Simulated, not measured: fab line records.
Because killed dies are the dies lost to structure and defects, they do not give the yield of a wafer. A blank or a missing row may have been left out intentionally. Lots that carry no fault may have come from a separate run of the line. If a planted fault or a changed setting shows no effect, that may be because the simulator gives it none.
Which tool is to blame? :: flow gf180mcu :: 24 lots, 72 wafers sampled, at 6 steps of a route of 602

## WHAT THE GAUGES SHOWED, per wafer
GF_V4_BOW_MEAS_05.
lot: L074
measured: day 23 16:19
on: film-metro-04
V4_BOW (um): 150 139 139

lot: L075
measured: day 23 18:06
on: film-metro-01
V4_BOW (um): 138 140 141

lot: L076
measured: day 24 03:08
on: film-metro-04
V4_BOW (um): 128 122 128

lot: L077
measured: day 24 12:05
on: film-metro-04
V4_BOW (um): 128 149 137

lot: L078
measured: day 24 20:37
on: film-metro-01
V4_BOW (um): 133 148 147

lot: L080
measured: day 25 17:12
on: film-metro-04
V4_BOW (um): 130 127 128

lot: L079
measured: day 25 19:00
on: film-metro-02
V4_BOW (um): 134 144 136

lot: L081
measured: day 26 02:28
on: film-metro-02
V4_BOW (um): 123 136 141

lot: L082
measured: day 26 06:09
on: film-metro-04
V4_BOW (um): 139 138 135

lot: L083
measured: day 26 22:10
on: film-metro-02
V4_BOW (um): 138 141 149

lot: L084
measured: day 27 05:12
on: film-metro-02
V4_BOW (um): 139 134 137

lot: L085
measured: day 27 12:05
on: film-metro-01
V4_BOW (um): 133 123 109

lot: L086
measured: day 27 17:33
on: film-metro-04
V4_BOW (um): 125 132 127

lot: L087
measured: day 28 04:07
on: film-metro-02
V4_BOW (um): 139 123 131

lot: L088
measured: day 28 05:41
on: film-metro-01
V4_BOW (um): 145 142 139

lot: L089
measured: day 28 17:37
on: film-metro-01
V4_BOW (um): 124 126 136

lot: L090
measured: day 29 03:55
on: film-metro-01
V4_BOW (um): 132 128 141

lot: L091
measured: day 29 09:41
on: film-metro-02
V4_BOW (um): 137 138 130

lot: L092
measured: day 29 14:59
on: film-metro-01
V4_BOW (um): 125 127 125

lot: L094
measured: day 29 19:29
on: film-metro-01
V4_BOW (um): 147 130 146

lot: L093
measured: day 30 00:23
on: film-metro-01
V4_BOW (um): 148 136 149

lot: L095
measured: day 30 05:58
on: film-metro-02
V4_BOW (um): 142 130 137

lot: L096
measured: day 30 14:16
on: film-metro-04
V4_BOW (um): 139 148 144

lot: L097
measured: day 30 16:32
on: film-metro-01
V4_BOW (um): 139 130 123

GF_V4_RS_MEAS_24: measurement is done with a four-point probe.
lot: L074
measured: day 24 17:14
on: film-metro-04
V4_W_RS (ohm/sq): 0.326 0.321 0.333

lot: L075
measured: day 24 17:15
on: film-metro-01
V4_W_RS (ohm/sq): 0.333 0.334 0.322

lot: L076
measured: day 25 02:25
on: film-metro-04
V4_W_RS (ohm/sq): 0.331 0.323 0.333

lot: L077
measured: day 25 11:05
on: film-metro-04
V4_W_RS (ohm/sq): 0.335 0.323 0.322

lot: L078
measured: day 25 19:22
on: film-metro-02
V4_W_RS (ohm/sq): 0.325 0.330 0.330

lot: L080
measured: day 26 15:18
on: film-metro-02
V4_W_RS (ohm/sq): 0.328 0.321 0.329

lot: L079
measured: day 26 17:11
on: film-metro-02
V4_W_RS (ohm/sq): 0.317 0.320 0.324

lot: L081
measured: day 26 23:58
on: film-metro-04
V4_W_RS (ohm/sq): 0.328 0.337 0.323

lot: L082
measured: day 27 04:08
on: film-metro-02
V4_W_RS (ohm/sq): 0.338 0.337 0.337

lot: L083
measured: day 27 19:18
on: film-metro-01
V4_W_RS (ohm/sq): 0.322 0.323 0.328

lot: L084
measured: day 28 02:01
on: film-metro-04
V4_W_RS (ohm/sq): 0.333 0.333 0.324

lot: L085
measured: day 28 09:04
on: film-metro-01
V4_W_RS (ohm/sq): 0.323 0.323 0.323

lot: L086
measured: day 28 15:01
on: film-metro-04
V4_W_RS (ohm/sq): 0.321 0.329 0.317

lot: L087
measured: day 29 00:26
on: film-metro-01
V4_W_RS (ohm/sq): 0.333 0.322 0.333

lot: L088
measured: day 29 02:02
on: film-metro-04
V4_W_RS (ohm/sq): 0.327 0.324 0.320

lot: L089
measured: day 29 13:56
on: film-metro-04
V4_W_RS (ohm/sq): 0.332 0.325 0.329

lot: L090
measured: day 29 23:58
on: film-metro-02
V4_W_RS (ohm/sq): 0.327 0.322 0.327

lot: L091
measured: day 30 05:46
on: film-metro-01
V4_W_RS (ohm/sq): 0.322 0.323 0.328

lot: L092
measured: day 30 10:29
on: film-metro-01
V4_W_RS (ohm/sq): 0.337 0.327 0.322

lot: L094
measured: day 30 14:59
on: film-metro-01
V4_W_RS (ohm/sq): 0.323 0.327 0.318

lot: L093
measured: day 30 20:16
on: film-metro-01
V4_W_RS (ohm/sq): 0.322 0.335 0.321

lot: L095
measured: day 31 01:12
on: film-metro-02
V4_W_RS (ohm/sq): 0.324 0.333 0.322

lot: L096
measured: day 31 09:30
on: film-metro-04
V4_W_RS (ohm/sq): 0.330 0.331 0.321

lot: L097
measured: day 31 11:49
on: film-metro-04
V4_W_RS (ohm/sq): 0.329 0.328 0.325

GF_V5_RS_MEAS_24: measurement is done with a four-point probe.
lot: L074
measured: day 27 11:38
on: film-metro-01
V5_W_RS (ohm/sq): 0.325 0.321 0.319

lot: L075
measured: day 27 11:59
on: film-metro-03
V5_W_RS (ohm/sq): 0.327 0.324 0.324

lot: L076
measured: day 27 20:19
on: film-metro-01
V5_W_RS (ohm/sq): 0.322 0.320 0.319

lot: L077
measured: day 28 04:10
on: film-metro-03
V5_W_RS (ohm/sq): 0.327 0.331 0.328

lot: L078
measured: day 28 12:24
on: film-metro-02
V5_W_RS (ohm/sq): 0.326 0.330 0.330

lot: L080
measured: day 29 07:10
on: film-metro-03
V5_W_RS (ohm/sq): 0.328 0.322 0.332

lot: L079
measured: day 29 08:11
on: film-metro-03
V5_W_RS (ohm/sq): 0.323 0.326 0.334

lot: L081
measured: day 29 15:02
on: film-metro-03
V5_W_RS (ohm/sq): 0.320 0.316 0.321

lot: L082
measured: day 29 17:52
on: film-metro-02
V5_W_RS (ohm/sq): 0.327 0.323 0.327

lot: L083
measured: day 30 08:08
on: film-metro-02
V5_W_RS (ohm/sq): 0.323 0.325 0.323

lot: L084
measured: day 30 13:14
on: film-metro-03
V5_W_RS (ohm/sq): 0.327 0.327 0.321

lot: L085
measured: day 30 20:44
on: film-metro-03
V5_W_RS (ohm/sq): 0.326 0.327 0.326

lot: L086
measured: day 31 03:11
on: film-metro-02
V5_W_RS (ohm/sq): 0.322 0.328 0.321

lot: L087
measured: day 31 11:10
on: film-metro-02
V5_W_RS (ohm/sq): 0.328 0.328 0.324

lot: L088
measured: day 31 12:25
on: film-metro-03
V5_W_RS (ohm/sq): 0.328 0.319 0.320

lot: L089
measured: day 31 23:56
on: film-metro-01
V5_W_RS (ohm/sq): 0.324 0.323 0.330

lot: L090
measured: day 32 09:27
on: film-metro-03
V5_W_RS (ohm/sq): 0.318 0.320 0.327

lot: L091
measured: day 32 14:15
on: film-metro-03
V5_W_RS (ohm/sq): 0.324 0.322 0.320

lot: L092
measured: day 32 18:55
on: film-metro-02
V5_W_RS (ohm/sq): 0.321 0.325 0.321

lot: L094
measured: day 32 22:02
on: film-metro-03
V5_W_RS (ohm/sq): 0.319 0.316 0.323

lot: L093
measured: day 33 02:50
on: film-metro-03
V5_W_RS (ohm/sq): 0.322 0.324 0.323

lot: L095
measured: day 33 06:19
on: film-metro-03
V5_W_RS (ohm/sq): 0.325 0.328 0.321

lot: L096
measured: day 33 15:10
on: film-metro-02
V5_W_RS (ohm/sq): 0.321 0.328 0.320

lot: L097
measured: day 33 17:01
on: film-metro-03
V5_W_RS (ohm/sq): 0.322 0.326 0.325

## TOOL THAT RAN EACH LOT (tool first, then ch and the chambers of the sampled wafers, then the start)
lot: L074
GF_V3_ETCH_16: rie-diel-02 ch 0,2, day 22 14:13
GF_V3_SPUTTER_22: pvd-sputter-03, day 22 14:56
GF_MIM_SPUTTER_00: pvd-sputter-02, day 24 17:42

lot: L075
GF_V3_ETCH_16: rie-diel-02 ch 0,2,3, day 22 16:07
GF_V3_SPUTTER_22: pvd-sputter-04, day 22 16:56
GF_MIM_SPUTTER_00: pvd-sputter-03, day 24 17:43

lot: L076
GF_V3_ETCH_16: rie-diel-01 ch 0,1,2, day 23 01:25
GF_V3_SPUTTER_22: pvd-sputter-02, day 23 02:31
GF_MIM_SPUTTER_00: pvd-sputter-01, day 25 02:53

lot: L077
GF_V3_ETCH_16: rie-diel-01 ch 0,2, day 23 09:34
GF_V3_SPUTTER_22: pvd-sputter-04, day 23 10:19
GF_MIM_SPUTTER_00: pvd-sputter-03, day 25 11:32

lot: L078
GF_V3_ETCH_16: rie-diel-04 ch 0,1,2, day 23 19:22
GF_V3_SPUTTER_22: pvd-sputter-02, day 23 20:05
GF_MIM_SPUTTER_00: pvd-sputter-01, day 25 19:49

lot: L080
GF_V3_ETCH_16: rie-diel-04 ch 1,2, day 24 16:22
GF_V3_SPUTTER_22: pvd-sputter-03, day 24 17:05
GF_MIM_SPUTTER_00: pvd-sputter-01, day 26 15:44

lot: L079
GF_V3_ETCH_16: rie-diel-04 ch 0,3, day 24 18:13
GF_V3_SPUTTER_22: pvd-sputter-04, day 24 18:58
GF_MIM_SPUTTER_00: pvd-sputter-01, day 26 17:38

lot: L081
GF_V3_ETCH_16: rie-diel-02 ch 0,3, day 25 01:52
GF_V3_SPUTTER_22: pvd-sputter-04, day 25 02:35
GF_MIM_SPUTTER_00: pvd-sputter-01, day 27 00:25

lot: L082
GF_V3_ETCH_16: rie-diel-04 ch 0,1, day 25 05:51
GF_V3_SPUTTER_22: pvd-sputter-02, day 25 06:34
GF_MIM_SPUTTER_00: pvd-sputter-03, day 27 04:35

lot: L083
GF_V3_ETCH_16: rie-diel-04 ch 0,2, day 25 22:13
GF_V3_SPUTTER_22: pvd-sputter-02, day 25 22:59
GF_MIM_SPUTTER_00: pvd-sputter-01, day 27 19:46

lot: L084
GF_V3_ETCH_16: rie-diel-01 ch 0,1, day 26 05:54
GF_V3_SPUTTER_22: pvd-sputter-02, day 26 06:40
GF_MIM_SPUTTER_00: pvd-sputter-02, day 28 02:27

lot: L085
GF_V3_ETCH_16: rie-diel-02 ch 1,2, day 26 12:57
GF_V3_SPUTTER_22: pvd-sputter-04, day 26 13:40
GF_MIM_SPUTTER_00: pvd-sputter-02, day 28 09:33

lot: L086
GF_V3_ETCH_16: rie-diel-02 ch 0,1, day 26 18:30
GF_V3_SPUTTER_22: pvd-sputter-02, day 26 19:13
GF_MIM_SPUTTER_00: pvd-sputter-01, day 28 15:29

lot: L087
GF_V3_ETCH_16: rie-diel-02 ch 0,1, day 27 05:22
GF_V3_SPUTTER_22: pvd-sputter-03, day 27 06:06
GF_MIM_SPUTTER_00: pvd-sputter-01, day 29 00:55

lot: L088
GF_V3_ETCH_16: rie-diel-04 ch 0,1, day 27 06:51
GF_V3_SPUTTER_22: pvd-sputter-04, day 27 07:34
GF_MIM_SPUTTER_00: pvd-sputter-03, day 29 02:29

lot: L089
GF_V3_ETCH_16: rie-diel-01 ch 1,3, day 27 18:43
GF_V3_SPUTTER_22: pvd-sputter-03, day 27 19:29
GF_MIM_SPUTTER_00: pvd-sputter-02, day 29 14:25

lot: L090
GF_V3_ETCH_16: rie-diel-02 ch 2,3, day 28 05:07
GF_V3_SPUTTER_22: pvd-sputter-03, day 28 05:52
GF_MIM_SPUTTER_00: pvd-sputter-01, day 30 00:25

lot: L091
GF_V3_ETCH_16: rie-diel-04 ch 0,1,3, day 28 11:10
GF_V3_SPUTTER_22: pvd-sputter-02, day 28 11:53
GF_MIM_SPUTTER_00: pvd-sputter-03, day 30 06:11

lot: L092
GF_V3_ETCH_16: rie-diel-02 ch 0,2,3, day 28 16:43
GF_V3_SPUTTER_22: pvd-sputter-04, day 28 17:26
GF_MIM_SPUTTER_00: pvd-sputter-02, day 30 10:56

lot: L094
GF_V3_ETCH_16: rie-diel-02 ch 0,2,3, day 28 21:13
GF_V3_SPUTTER_22: pvd-sputter-02, day 28 22:25
GF_MIM_SPUTTER_00: pvd-sputter-01, day 30 15:27

lot: L093
GF_V3_ETCH_16: rie-diel-04 ch 0,1,3, day 29 02:16
GF_V3_SPUTTER_22: pvd-sputter-04, day 29 03:20
GF_MIM_SPUTTER_00: pvd-sputter-01, day 30 20:44

lot: L095
GF_V3_ETCH_16: rie-diel-02 ch 0,3, day 29 08:21
GF_V3_SPUTTER_22: pvd-sputter-03, day 29 09:06
GF_MIM_SPUTTER_00: pvd-sputter-01, day 31 01:40

lot: L096
GF_V3_ETCH_16: rie-diel-01 ch 0,1,3, day 29 16:34
GF_V3_SPUTTER_22: pvd-sputter-04, day 29 17:20
GF_MIM_SPUTTER_00: pvd-sputter-03, day 31 09:59

lot: L097
GF_V3_ETCH_16: rie-diel-02 ch 1,3, day 29 20:00
GF_V3_SPUTTER_22: pvd-sputter-04, day 29 20:43
GF_MIM_SPUTTER_00: pvd-sputter-03, day 31 12:18
- GF_V3_ETCH_16: etches BARC in N2/H2.
- GF_V3_SPUTTER_22: material TiN, target thk 10 nm, time 40 s.
- GF_MIM_SPUTTER_00: material Ti, target thk 37.5 nm, time 150 s.

## AS READ BY THE TOOLS THEMSELVES (means over the sampled wafers that have a number; for cases with no such wafer, the mark the record gives instead)
GF_V3_ETCH_16.
lot: L074
tool: rie-diel-02
drypump-motor-current-A (A): 5.94
oes-product-au (a.u.): 0.852
throttle-valve-pct (%): 13.230

lot: L075
tool: rie-diel-02
drypump-motor-current-A (A): 5.98
oes-product-au (a.u.): 0.858
throttle-valve-pct (%): 13.229

lot: L076
tool: rie-diel-01
drypump-motor-current-A (A): 6.11
oes-product-au (a.u.): 0.858
throttle-valve-pct (%): 13.217

lot: L077
tool: rie-diel-01
drypump-motor-current-A (A): 5.93
oes-product-au (a.u.): 0.852
throttle-valve-pct (%): 13.238

lot: L078
tool: rie-diel-04
drypump-motor-current-A (A): 5.99
oes-product-au (a.u.): 0.857
throttle-valve-pct (%): 13.232

lot: L080
tool: rie-diel-04
drypump-motor-current-A (A): 6.10
oes-product-au (a.u.): 0.855
throttle-valve-pct (%): 13.227

lot: L079
tool: rie-diel-04
drypump-motor-current-A (A): 5.70
oes-product-au (a.u.): 0.854
throttle-valve-pct (%): 13.229

lot: L081
tool: rie-diel-02
drypump-motor-current-A (A): 6.16
oes-product-au (a.u.): 0.854
throttle-valve-pct (%): 13.228

lot: L082
tool: rie-diel-04
drypump-motor-current-A (A): 5.88
oes-product-au (a.u.): 0.856
throttle-valve-pct (%): 13.230

lot: L083
tool: rie-diel-04
drypump-motor-current-A (A): 6.09
oes-product-au (a.u.): 0.857
throttle-valve-pct (%): 13.220

lot: L084
tool: rie-diel-01
drypump-motor-current-A (A): 6.31
oes-product-au (a.u.): 0.855
throttle-valve-pct (%): 13.225

lot: L085
tool: rie-diel-02
drypump-motor-current-A (A): 5.70
oes-product-au (a.u.): 0.849
throttle-valve-pct (%): 13.227

lot: L086
tool: rie-diel-02
drypump-motor-current-A (A): 5.94
oes-product-au (a.u.): 0.859
throttle-valve-pct (%): 13.221

lot: L087
tool: rie-diel-02
drypump-motor-current-A (A): 5.94
oes-product-au (a.u.): 0.852
throttle-valve-pct (%): 13.224

lot: L088
tool: rie-diel-04
drypump-motor-current-A (A): 5.91
oes-product-au (a.u.): 0.854
throttle-valve-pct (%): 13.227

lot: L089
tool: rie-diel-01
drypump-motor-current-A (A): 6.34
oes-product-au (a.u.): 0.851
throttle-valve-pct (%): 13.218

lot: L090
tool: rie-diel-02
drypump-motor-current-A (A): 6.04
oes-product-au (a.u.): 0.860
throttle-valve-pct (%): 13.225

lot: L091
tool: rie-diel-04
drypump-motor-current-A (A): 5.79
oes-product-au (a.u.): 0.856
throttle-valve-pct (%): 13.229

lot: L092
tool: rie-diel-02
drypump-motor-current-A (A): 6.01
oes-product-au (a.u.): 0.853
throttle-valve-pct (%): 13.224

lot: L094
tool: rie-diel-02
drypump-motor-current-A (A): 5.99
oes-product-au (a.u.): 0.859
throttle-valve-pct (%): 13.227

lot: L093
tool: rie-diel-04
drypump-motor-current-A (A): 5.77
oes-product-au (a.u.): 0.855
throttle-valve-pct (%): 13.225

lot: L095
tool: rie-diel-02
drypump-motor-current-A (A): 6.10
oes-product-au (a.u.): 0.854
throttle-valve-pct (%): 13.230

lot: L096
tool: rie-diel-01
drypump-motor-current-A (A): 5.97
oes-product-au (a.u.): 0.857
throttle-valve-pct (%): 13.220

lot: L097
tool: rie-diel-02
drypump-motor-current-A (A): 5.85
oes-product-au (a.u.): 0.855
throttle-valve-pct (%): 13.229

GF_V3_SPUTTER_22.
lot: L074
tool: pvd-sputter-03
throttle-valve-pct (%): 29.2

lot: L075
tool: pvd-sputter-04
throttle-valve-pct (%): 31.0

lot: L076
tool: pvd-sputter-02
throttle-valve-pct (%): 30.5

lot: L077
tool: pvd-sputter-04
throttle-valve-pct (%): 30.9

lot: L078
tool: pvd-sputter-02
throttle-valve-pct (%): 30.2

lot: L080
tool: pvd-sputter-03
throttle-valve-pct (%): 30.5

lot: L079
tool: pvd-sputter-04
throttle-valve-pct (%): 30.6

lot: L081
tool: pvd-sputter-04
throttle-valve-pct (%): 30.8

lot: L082
tool: pvd-sputter-02
throttle-valve-pct (%): 30.1

lot: L083
tool: pvd-sputter-02
throttle-valve-pct (%): 29.5

lot: L084
tool: pvd-sputter-02
throttle-valve-pct (%): 29.9

lot: L085
tool: pvd-sputter-04
throttle-valve-pct (%): 30.8

lot: L086
tool: pvd-sputter-02
throttle-valve-pct (%): 29.9

lot: L087
tool: pvd-sputter-03
throttle-valve-pct (%): 29.2

lot: L088
tool: pvd-sputter-04
throttle-valve-pct (%): 30.9

lot: L089
tool: pvd-sputter-03
throttle-valve-pct (%): 29.7

lot: L090
tool: pvd-sputter-03
throttle-valve-pct (%): 30.4

lot: L091
tool: pvd-sputter-02
throttle-valve-pct (%): 30.3

lot: L092
tool: pvd-sputter-04
throttle-valve-pct (%): 30.9

lot: L094
tool: pvd-sputter-02
throttle-valve-pct (%): 29.9

lot: L093
tool: pvd-sputter-04
throttle-valve-pct (%): 30.7

lot: L095
tool: pvd-sputter-03
throttle-valve-pct (%): 29.7

lot: L096
tool: pvd-sputter-04
throttle-valve-pct (%): 30.9

lot: L097
tool: pvd-sputter-04
throttle-valve-pct (%): 30.9

GF_MIM_SPUTTER_00.
lot: L074
tool: pvd-sputter-02
throttle-valve-pct (%): 30.0

lot: L075
tool: pvd-sputter-03
throttle-valve-pct (%): 29.7

lot: L076
tool: pvd-sputter-01
throttle-valve-pct (%): 30.7

lot: L077
tool: pvd-sputter-03
throttle-valve-pct (%): 29.9

lot: L078
tool: pvd-sputter-01
throttle-valve-pct (%): 31.9

lot: L080
tool: pvd-sputter-01
throttle-valve-pct (%): 30.7

lot: L079
tool: pvd-sputter-01
throttle-valve-pct (%): 31.3

lot: L081
tool: pvd-sputter-01
throttle-valve-pct (%): 30.6

lot: L082
tool: pvd-sputter-03
throttle-valve-pct (%): 29.4

lot: L083
tool: pvd-sputter-01
throttle-valve-pct (%): 30.6

lot: L084
tool: pvd-sputter-02
throttle-valve-pct (%): 29.6

lot: L085
tool: pvd-sputter-02
throttle-valve-pct (%): 30.3

lot: L086
tool: pvd-sputter-01
throttle-valve-pct (%): 30.6

lot: L087
tool: pvd-sputter-01
throttle-valve-pct (%): 30.7

lot: L088
tool: pvd-sputter-03
throttle-valve-pct (%): 30.5

lot: L089
tool: pvd-sputter-02
throttle-valve-pct (%): 30.5

lot: L090
tool: pvd-sputter-01
throttle-valve-pct (%): 30.6

lot: L091
tool: pvd-sputter-03
throttle-valve-pct (%): 30.5

lot: L092
tool: pvd-sputter-02
throttle-valve-pct (%): 29.4

lot: L094
tool: pvd-sputter-01
throttle-valve-pct (%): 32.0

lot: L093
tool: pvd-sputter-01
throttle-valve-pct (%): 30.8

lot: L095
tool: pvd-sputter-01
throttle-valve-pct (%): 30.6

lot: L096
tool: pvd-sputter-03
throttle-valve-pct (%): 30.7

lot: L097
tool: pvd-sputter-03
throttle-valve-pct (%): 30.5

## THE ANSWER, worked out from the rows above alone
Rule: the usual values come from the lots themselves. Put in order of their means at a reading, lots are off if they are a third of the lots or fewer, leave a main group of 4 or more, and stand apart from it by a gap of 3 or more times the standard deviation of the main group's means; of several such gaps the widest counts. If all means in a main group match to the digits the tables above print for the reading, that group is not used. Also off: a lot with no number at a reading for which 4 or more lots have one. Where the step has rows for the other lots, those lots are counted as sound. The gauges are gone through in route order, then the tools' own readings, and for those a lot's mean is taken as printed above. At the first step where some lot is off, the reading lying furthest off is the one used; lots without a number count as furthest.
None of the lots is off at any reading shown; this tells nothing.

## WHAT THE SIMULATOR HAD INSERTED
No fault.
